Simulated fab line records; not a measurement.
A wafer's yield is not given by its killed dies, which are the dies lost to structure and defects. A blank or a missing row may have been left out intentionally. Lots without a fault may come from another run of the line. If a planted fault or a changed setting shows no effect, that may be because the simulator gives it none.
Which of the tools did it? | flow sky130 | 36 wafers sampled from 12 lots at 1 step of a route of 708

WHAT EACH GAUGE READ, for each wafer
SKY_METAL1_CD_MEAS_15 targets a cd of 140 nm.
lot  | measured     | on        | cd-nm (nm)
L074 | day 34 05:55 | cd-sem-01 | 141.2 144.3 141.3
L077 | day 34 09:37 | cd-sem-01 | 139.1 140.4 140.1
L079 | day 35 04:43 | cd-sem-01 | 138.8 137.2 138.6
L081 | day 35 15:53 | cd-sem-01 | 141.1 141.4 141.5
L083 | day 36 02:31 | cd-sem-01 | 139.8 140.3 138.8
L085 | day 36 18:46 | cd-sem-01 | 139.7 139.5 139.1
L087 | day 37 03:11 | cd-sem-02 | 140.3 141.2 140.8
L089 | day 37 17:19 | cd-sem-01 | 141.7 142.7 144.0
L091 | day 38 04:50 | cd-sem-02 | 141.6 140.5 141.1
L093 | day 38 23:13 | cd-sem-01 | 139.0 140.0 139.8
L095 | day 39 20:08 | cd-sem-02 | 140.0 139.4 140.6
L096 | day 40 02:16 | cd-sem-02 | 141.0 139.0 137.3

WHICH TOOL RAN EACH LOT (tool, then ch and the chambers of the sampled wafers, then the start)
The record holds no process step before these readings.

THE ANSWER, worked out from the rows above alone
Rule: what is usual is taken from the lots themselves. The widest of any qualifying gaps counts: lots, ordered by their means at a reading, are off when they make up no more than a third of the lots, leave a main group of 4 or more, and stand apart from it by 3 or more times the standard deviation of that group's means. If all means in a main group match to the digits the tables above print for the reading, that group is not used. A lot without any number at a reading at which 4 lots or more have one is off too. All remaining lots with rows at the step are treated as sound.
No lot is off at any reading shown: from this, nothing can be told.

WHAT THE SIMULATOR HAD PUT IN
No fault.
